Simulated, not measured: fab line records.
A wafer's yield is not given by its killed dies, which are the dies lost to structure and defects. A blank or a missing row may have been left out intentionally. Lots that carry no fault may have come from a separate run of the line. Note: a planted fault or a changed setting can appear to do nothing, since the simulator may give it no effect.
A lot that was struck, set against a sound lot	flow gf180mcu	20 steps out of a route of 602
Sound: wafers L830.1, L830.4, L830.6. Wafers struck: L838.1, L838.5, L838.6. The cause comes at the end.
For every step that has rows: the tool of each side, followed by ch and its chambers, followed by its first start. Under that, the readings that differ: sound wafers	struck wafers	difference of the means	sigmas: that difference in standard deviations of wafers without a fault.
alike: same words and numbers on both sides, and readings whose means sit less than 2 such deviations apart. not compared: any withheld reading, any reading some wafer has no value for, any bound like >300 that may hide the same value, and any number with overlapping values for which the record gives no deviation.
A row with sigmas, a row that says differs or no value, or rows on one side alone: a step with any of these is where the two part. Numbers that don't overlap but have no deviation are shown without sigmas and don't part them. Lack of a reading on every wafer of one side parts them only where that side has two or more wafers.

first, 2 steps without rows for these wafers: GF_M4_CLEAN_19 (cleans in DIW); GF_V4_CVD_00 (deposits SiO2, target thk 600 nm, time 100 s).
GF_V4_THK_MEAS_01:
  struck on film_metro-02, day 27 21:04; sound on film_metro-04, day 25 07:57
reading	sound	struck	difference	sigmas
V4_CVD_00_THK (nm)	619 614 625	594 595 589	-27	-3
GF_V4_CVD_02: deposits SiO2 from TEOS, target thk 850 nm, time 94.851 s.
  sound on pecvd-04 ch 0,1, day 25 08:01; struck on pecvd-04 ch 0,1,2, day 27 21:08
  alike: heater_power_w, susceptor_temp_C
GF_V4_THK_MEAS_03:
  struck on film_metro-02, day 27 21:12; sound on film_metro-01, day 25 08:05
  alike: V4_CVD_02_THK
GF_V4_CMP_04: polishes SiO2.
  sound on cmp-01 ch 0,2,3, day 25 08:33; struck on cmp-01 ch 0,1, day 27 21:16
  alike: motor_current_A, platen_rpm, retaining_ring_pressure_frac, slurry_flow_ml_min, time_to_endpoint_s
GF_V4_BOW_MEAS_05:
  struck on film_metro-01, day 27 21:34; sound on film_metro-02, day 25 08:51
  alike: V4_BOW
then, 5 steps without rows for these wafers: GF_V4_DEHYDRATE_06 (time 60 s); GF_V4_HMDS_07 (prime time 60 s); GF_V4_COAT_08; GF_V4_COAT_09 (resist thk 1000 nm); GF_V4_SOFTBAKE_10 (time 60 s).
GF_V4_EXPOSE_11: exposes mask Via4, target cd 260 nm.
  sound on krf_scanner-02 ch 0, day 25 19:26; struck on krf_scanner-02 ch 0, day 28 07:17
  alike: mask
then, 2 steps without rows for these wafers: GF_V4_PEB_12 (peb time 90 s); GF_V4_DEVELOP_13 (develop time 60 s).
GF_V4_CD_MEAS_14: the cd target is 260 nm.
  struck on cd_sem-02, day 28 17:26; sound on cd_sem-02, day 26 06:11
  alike: cd_nm
GF_V4_OVL_MEAS_15:
  struck on overlay-02, day 28 17:34; sound on overlay-01, day 26 06:19
reading	sound	struck	difference	sigmas
V4_OVL (nm)	-3 5 6	-13 -18 -5	-15	-3
GF_V4_ETCH_16: etches BARC in N2/H2.
  sound on rie_diel-02 ch 1,3, day 26 06:21; struck on rie_diel-01 ch 0,1,3, day 28 17:36
reading	sound	struck	difference	sigmas
drypump_motor_current_A (A)	6.3 6.2 6.3	5.1 5.1 5.9	-0.9	-2
model.V4.cd_nm (nm)	262.1 262.9 260.8	264.8 263.3 263.9	+2.1	
  alike: oes_product_au, throttle_valve_pct
GF_V4_ETCH_17: etches SiO2 in C4F8/O2/Ar, stops on TiN, target depth 630 nm.
  sound on rie_diel-02 ch 1,3; struck on rie_diel-01 ch 0,1,3
reading	sound	struck	difference	sigmas
model.V4.cd_nm (nm)	262.2 262.5 260.6	264.6 263.4 263.3	+2.0	
  alike: oes_product_au
GF_V4_STRIP_18: strips in O2/N2.
  sound on plasma_asher-03 ch 0, day 26 06:29; struck on plasma_asher-02 ch 0,1, day 28 17:44
  alike: drypump_motor_current_A, heater_power_w, oes_product_au
  not compared: rf_hours_counter_h

== WHERE THEY PART ==
Earliest at GF_V4_THK_MEAS_01; latest, in this record, at GF_V4_ETCH_16. Later steps at which nothing parts them and some readings are alike: GF_V4_ETCH_17, GF_V4_STRIP_18.

WHY: what had been put in by the simulator
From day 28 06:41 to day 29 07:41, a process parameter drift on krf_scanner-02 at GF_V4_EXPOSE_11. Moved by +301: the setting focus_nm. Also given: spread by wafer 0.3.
